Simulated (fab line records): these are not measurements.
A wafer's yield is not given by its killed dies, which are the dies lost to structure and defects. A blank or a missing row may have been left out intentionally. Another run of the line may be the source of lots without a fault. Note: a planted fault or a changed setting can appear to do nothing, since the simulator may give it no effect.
A lot that was struck, set against a sound lot    flow sky130    33 steps out of a route of 708
Sound: these wafers, L541.1, L541.3, L541.4. Struck: wafers L530.1, L530.4, L530.5. The cause is given at the end.
At each step with rows: each side's tool, then ch and its chambers, then its first start. Under that, the readings that differ: sound wafers    struck wafers    difference of the means    sigmas: that difference in standard deviations of wafers without a fault.
alike: readings whose means differ by less than 2 such deviations, and words and numbers that are the same on both sides. not compared: withheld readings, readings that some wafer has no value for, bounds like >300 that may hide the same value, and numbers for which the record gives no deviation and whose values overlap.
Wherever a step has rows on one side only, a row that says differs or no value, or a row with sigmas, the two part there. When numbers do not overlap yet have no deviation, they are printed without sigmas and do not part them. A reading missing from all wafers of one side parts the sides only when that side holds two or more wafers.

first, 7 steps without rows for these wafers: SKY_SONOS_TUNNEL_DEVELOP_06 (develop time 60.95 s); SKY_SONOS_TUNNEL_IMPLANT_09; SKY_SONOS_TUNNEL_WET_ETCH_10 (etches SiO2 in dHF, target depth 14 nm, time 280 s); SKY_SONOS_TUNNEL_STRIP_11 (strips in SPM, time 600 s); SKY_SONOS_TUNNEL_CLEAN_13 (cleans in dHF, time 20 s); SKY_SONOS_ONO_OXIDATION_00 (stabilise 600 s, purge 300 s, target thk 2.6 nm); SKY_SONOS_ONO_CVD_02 (deposits Si3N4 from DCS/NH3, target thk 10.5 nm, time 180 s).
SKY_SONOS_ONO_CVD_04: deposits SiO2 from SiH4/N2O, target thk 5.7199 nm.
  sound on lpcvd-03 ch 0, day 18 22:59; struck on lpcvd-03 ch 1, day 15 11:20
reading                                     sound              struck             difference  sigmas
pressure-mtorr (mTorr)                      399.5 399.7 399.6  480.3 480.1 481.2  +80.9       +95
zone-power-bottom-pct (%)                   29.1 29.2 28.8     32.1 32.0 32.7     +3.2        +2
model.SiO2_of_SONOS_ONO_CVD_04.thk-nm (nm)  5.782 5.794 5.754  6.061 6.164 6.186  +0.360      
SKY_SONOS_ONO_THK_MEAS_05:
  sound: film-metro-01 at day 19 00:14; struck: film-metro-02 at day 15 12:49
reading                    sound           struck          difference  sigmas
SONOS_ONO_CVD_04_THK (nm)  5.76 5.77 5.79  6.06 6.17 6.17  +0.36       +4
  not compared: hold
then, 22 steps without rows for these wafers: SKY_SONOS_ONO_HMDS_07 (prime time 60 s); SKY_SONOS_ONO_COAT_08 (resist thk 1140 nm); SKY_SONOS_ONO_SOFTBAKE_09 (time 60 s); SKY_SONOS_ONO_EXPOSE_10 (exposes mask ONOM, target cd 410 nm); SKY_SONOS_ONO_PEB_11; SKY_SONOS_ONO_DEVELOP_12 (develop time 60 s); SKY_SONOS_ONO_ETCH_15 (etches the open film in CHF3/O2, target depth 19.52 nm, time 7.8 s); SKY_SONOS_ONO_WET_ETCH_16 (etches SiO2 in dHF, target depth 14 nm, time 280 s); SKY_SONOS_ONO_STRIP_17 (strips in O2/N2); SKY_SONOS_ONO_WET_ETCH_18 (etches Si3N4 in H3PO4, target depth 15 nm, time 172 s); SKY_GATE_OXIDE_CLEAN_00 (cleans in SC1/SC2, time 150 s); SKY_GATE_OXIDE_OXIDATION_01 (stabilise 600 s, purge 300 s, target thk 10.268 nm); SKY_GATE_OXIDE_DEHYDRATE_03 (time 60 s); SKY_GATE_OXIDE_HMDS_04 (prime time 60 s); SKY_GATE_OXIDE_COAT_05 (resist thk 1140 nm); SKY_GATE_OXIDE_SOFTBAKE_06 (time 60 s); SKY_GATE_OXIDE_EXPOSE_07 (exposes mask LVOM, target cd 600 nm); SKY_GATE_OXIDE_PEB_08; SKY_GATE_OXIDE_DEVELOP_09 (develop time 60 s); SKY_GATE_OXIDE_IMPLANT_11; SKY_GATE_OXIDE_WET_ETCH_12 (etches SiO2 in dHF, target depth 16.8 nm, time 336 s); SKY_GATE_OXIDE_STRIP_13 (strips in O2/N2).
-- the record jumps here: 2 days lie between the struck wafers' starts before and after --
SKY_GATE_OXIDE_CLEAN_15: cleans in SC1/SC2, time 150 s.
  sound on wet-bench-03 ch 3, day 21 17:00; struck on wet-bench-02 ch 1, day 18 00:21
reading                                     sound              struck             difference  sigmas
model.SiO2_of_SONOS_ONO_CVD_04.thk-nm (nm)  4.265 4.272 4.234  4.569 4.666 4.693  +0.386      
-- a jump in the record: the struck wafers' starts before and after are 31 days apart (it breaks off in module GATE_OXIDE and resumes in module PAD_OPEN, where the first step shown is number 708 of the route) --
SKY_PAD_OPEN_PROBE_99:
  sound: prober-02 at day 50 15:40; struck: prober-02 at day 48 18:42
reading                                sound                 struck                difference  sigmas
model.etest.sonos-erased.drive-ua-um   199.3 194 197.6       157.8 147.3 156.1     -43.2       
model.etest.cap-ono.gate-log10-a-cm2   -7.922 -7.909 -7.905  -8.49 -8.597 -8.63    -0.66       
model.etest.cap-ono.tox-acc-nm (nm)    12.85 12.87 12.87     13.33 13.47 13.5      +0.57       
model.etest.sonos-programmed.vt-v (V)  1.458 1.459 1.45      1.202 1.191 1.134     -0.280      
model.etest.sonos-erased.vt-v (V)      -2.312 -2.319 -2.322  -2.07 -1.996 -1.99    +0.30       
model.etest.sonos-baked.vt-v (V)       0.9629 0.929 0.9188   0.7883 0.7914 0.7355  -0.1652     
  alike: killed_at_M0_to_M3, killed_at_M4_up, killed-at-contacts, killed-at-front-end, killed-at-other, killed-dies, killed-open, killed-short
  not compared: model.etest.sonos-uncharged.r-on-ohm-um, model.etest.cap-ono.gate-bv-v

## WHERE THEY PART
At SKY_SONOS_ONO_CVD_04 first; at SKY_SONOS_ONO_THK_MEAS_05 last (within this record only). Later steps at which nothing parts them and some readings are alike: SKY_PAD_OPEN_PROBE_99.

WHY: the cause the simulator had injected
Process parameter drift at SKY_SONOS_ONO_CVD_04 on lpcvd-03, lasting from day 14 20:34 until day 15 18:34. Setting pressure-mtorr shifted by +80 from 400.
